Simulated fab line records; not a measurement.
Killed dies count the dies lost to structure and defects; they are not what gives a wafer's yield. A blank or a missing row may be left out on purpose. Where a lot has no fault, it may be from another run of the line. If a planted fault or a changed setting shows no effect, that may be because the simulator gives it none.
A struck lot beside a sound one || flow sky130 || 35 steps out of a route of 708
Sound: these wafers, L540.1, L540.3, L540.6. Wafers struck: L549.2, L549.5, L549.6. The cause is given at the end.
Order at every step that has rows: each side's tool, ch and its chambers, its first start. Under that, the readings that differ: sound wafers || struck wafers || difference of the means || sigmas: that difference in standard deviations of wafers without a fault.
alike: a reading whose means differ by less than 2 such deviations, as well as words and numbers matching on both sides. not compared: withheld readings; readings where some wafer has no value; bounds like >300 that might hide an equal value; numbers whose values overlap and for which the record gives no deviation.
Wherever a step has rows on one side only, a row that says differs or no value, or a row with sigmas, the two part there. When numbers do not overlap yet have no deviation, they are printed without sigmas and do not part them. Lack of a reading on every wafer of one side parts them only where that side has two or more wafers.

SKY_SD_P_CD_MEAS_07 targets a cd of 380 nm.
  sound: cd-sem-01 at day 23 22:13; struck: cd-sem-02 at day 26 10:51
{"reading": "cd-nm (nm)", "sound": "385.0 384.5 383.6", "struck": "376.0 374.9 375.7", "difference": -8.8, "sigmas": -3}
SKY_SD_P_OVL_MEAS_08:
  sound: overlay-02 at day 23 22:20; struck: overlay-02 at day 26 10:58
  alike: SD_P_OVL
following that, these wafers have no rows for 1 step: SKY_SD_P_IMPLANT_09.
SKY_SD_P_STRIP_10: strips in O2/N2.
  sound on plasma-asher-04 ch 0,1, day 23 22:31; struck on plasma-asher-02 ch 0,1, day 26 11:08
  alike: drypump-motor-current-A, oes-product-au, strip-time-to-endpoint-s
  not compared: rf-hours-counter-h
SKY_SD_P_TW_MEAS_11:
  sound: film-metro-04 at day 23 22:37; struck: film-metro-02 at day 26 11:15
  alike: SD_P_TW
then, 7 steps without rows for these wafers: SKY_RES_XHIGH_DEHYDRATE_00 (time 60 s); SKY_RES_XHIGH_HMDS_01 (prime time 60 s); SKY_RES_XHIGH_COAT_02 (resist thk 1140 nm); SKY_RES_XHIGH_SOFTBAKE_03 (time 60 s); SKY_RES_XHIGH_EXPOSE_04 (exposes mask URPM, target cd 1270 nm); SKY_RES_XHIGH_PEB_05; SKY_RES_XHIGH_DEVELOP_06 (develop time 60 s).
SKY_RES_XHIGH_IMPLANT_07:
  sound on implanter-04 ch 0, day 25 02:49; struck on implanter-04 ch 0, day 27 16:38
{"reading": "implant-ion-amu", "sound": "49 49 49", "struck": "11 11 11", "difference": -38, "sigmas": ""}
{"reading": "model.implant.rp-nm (nm)", "sound": "17.15 17.15 17.15", "struck": "67.65 67.65 67.65", "difference": "+50.50", "sigmas": ""}
{"reading": "model.implant.drp-nm (nm)", "sound": "9.746 9.746 9.746", "struck": "28.3 28.3 28.3", "difference": "+18.6", "sigmas": ""}
SKY_RES_XHIGH_STRIP_08: strips in O2/N2.
  sound on plasma-asher-03 ch 0,1, day 25 02:58; struck on plasma-asher-02 ch 0,1, day 27 16:46
  alike: drypump-motor-current-A, oes-product-au, strip-time-to-endpoint-s
  not compared: rf-hours-counter-h
SKY_RES_XHIGH_TW_MEAS_09:
  sound: film-metro-02 at day 25 03:04; struck: film-metro-04 at day 27 16:52
{"reading": "RES_XHIGH_TW", "sound": "1627 1618 1619", "struck": "1052 1055 1051", "difference": -569, "sigmas": -75}
then, 7 steps without rows for these wafers: SKY_SD_N_DEHYDRATE_00 (time 60 s); SKY_SD_N_HMDS_01 (prime time 60 s); SKY_SD_N_COAT_02 (resist thk 1140 nm); SKY_SD_N_SOFTBAKE_03 (time 60 s); SKY_SD_N_EXPOSE_04 (exposes mask NSDM, target cd 380 nm); SKY_SD_N_PEB_05; SKY_SD_N_DEVELOP_06 (develop time 60 s).
SKY_SD_N_CD_MEAS_07 targets a cd of 380 nm.
  sound: cd-sem-02 at day 26 07:53; struck: cd-sem-01 at day 28 21:49
  alike: cd-nm
SKY_SD_N_OVL_MEAS_08:
  sound: overlay-02 at day 26 08:01; struck: overlay-02 at day 28 21:55
  alike: SD_N_OVL
then, 2 steps without rows for these wafers: SKY_SD_N_IMPLANT_09; SKY_SD_N_IMPLANT_10.
SKY_SD_N_STRIP_11: strips in O2/N2.
  sound on plasma-asher-04 ch 0,1, day 26 08:20; struck on plasma-asher-01 ch 0,1, day 28 22:14
  alike: drypump-motor-current-A, oes-product-au, strip-time-to-endpoint-s
  not compared: rf-hours-counter-h
SKY_SD_N_TW_MEAS_12:
  sound: film-metro-02 at day 26 08:26; struck: film-metro-02 at day 28 22:21
  alike: SD_N_TW
then, 1 step without rows for these wafers: SKY_SD_N_CLEAN_13 (cleans in SC1/SC2, time 150 s).
SKY_SD_N_RTA_14: time 2 s.
  sound on rtp-anneal-02 ch 0, day 26 08:34; struck on rtp-anneal-01 ch 0, day 28 22:28
  alike: lamp-power-pct, wafer_temp_C_max
SKY_SD_N_RS_MEAS_16: measures by four-point-probe.
  sound: film-metro-01 at day 26 08:44; struck: film-metro-04 at day 28 22:39
  alike: SD_N_RS
SKY_SD_N_RS_MEAS_17: measures by four-point-probe.
  sound: film-metro-01 at day 26 08:52; struck: film-metro-04 at day 28 22:46
  alike: SD_P_RS
SKY_SD_N_RS_MEAS_18: measures by four-point-probe.
  sound: film-metro-01 at day 26 08:59; struck: film-metro-04 at day 28 22:53
{"reading": "RES_XHIGH_RS (ohm/sq)", "sound": "332.4 332.0 331.0", "struck": "259.9 258.1 259.5", "difference": -72.6, "sigmas": -61}
then, 1 step without rows for these wafers: SKY_SALICIDE_CLEAN_00 (cleans in HF-last, time 30 s).
-- the record jumps here: 18 days lie between the struck wafers' starts before and after (it left off in module SALICIDE and takes up again in module PAD_OPEN, whose first step shown is number 708 of the route) --
SKY_PAD_OPEN_PROBE_99:
  sound: prober-01 at day 44 19:05; struck: prober-02 at day 46 17:45
{"reading": "model.etest.res-xhigh-po.line-ohm-um", "sound": "6038 5646 5851", "struck": "5276 4969 5150", "difference": -713, "sigmas": ""}
{"reading": "model.etest.res-xhigh-po.rs-ohm-sq", "sound": "2077 1992 2051", "struck": "1808 1736 1775", "difference": -267, "sigmas": ""}
  alike: killed_at_M0_to_M3, killed_at_M4_up, killed-at-contacts, killed-at-front-end, killed-at-other, killed-dies, killed-open, killed-short

== WHERE THEY PART ==
Last at SKY_SD_N_RS_MEAS_18 as far as this record goes, first at SKY_SD_P_CD_MEAS_07. Later steps at which nothing parts them and some readings are alike: SKY_PAD_OPEN_PROBE_99.

WHY: the cause the simulator had injected
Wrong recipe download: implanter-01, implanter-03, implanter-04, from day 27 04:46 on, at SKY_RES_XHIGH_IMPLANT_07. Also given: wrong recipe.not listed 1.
